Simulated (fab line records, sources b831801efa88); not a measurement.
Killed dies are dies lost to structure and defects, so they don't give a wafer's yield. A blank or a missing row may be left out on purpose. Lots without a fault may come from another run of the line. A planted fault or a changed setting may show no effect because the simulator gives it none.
Chamber matching | flow sfq_line | SFQ_TRILAYER_I0_CMP_CMP_028 on cmp-02: 4 sister chambers
The step polishes SiO2. 4 wafers are shown with their chamber, then 7 later ones without.

WAFERS WITH THEIR CHAMBER
wafer  | chamber | motor_current_A (A)
L589.1 | 3       | 10.0
L591.3 | 2       | 9.0
L593.1 | 0       | 10.3
L593.4 | 1       | 9.1

WAFERS WITHOUT THEIR CHAMBER
wafer  | motor_current_A (A)
L593.6 | 9.7
L602.3 | 11.2
L602.1 | 8.5
L602.2 | 9.0
L603.4 | 8.8
L603.5 | 11.0
L603.6 | 8.8

WHICH CHAMBER EACH WENT THROUGH
wafer  | from the rows above               | in truth
L593.6 | can't be placed: 3 or 1 or 0 or 2 | 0
L602.3 | can't be placed: 0 or 3           | 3
L602.1 | can't be placed: 2 or 1           | 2
L602.2 | can't be placed: 2 or 1           | 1
L603.4 | can't be placed: 2 or 1           | 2
L603.5 | can't be placed: 0 or 3           | 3
L603.6 | can't be placed: 2 or 1           | 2
Placed correctly: 0 of 7. Can't be placed from these rows: 7 (the true chamber is among the candidates in 7). Placed wrongly: 0.
How it was worked out, from the rows above alone: a wafer's distance from a chamber is the root of the sum, over the readings, of the square of ((its reading less the chamber's mean) divided by the reading's scatter). The wafer belongs to the nearest chamber; if the next one is less than 2 further off, it can't be placed. A chamber's mean is the mean of its shown wafers. The scatter: with one shown wafer a chamber, the root of the mean of the squares of how far each hidden wafer lies from its nearest shown one.
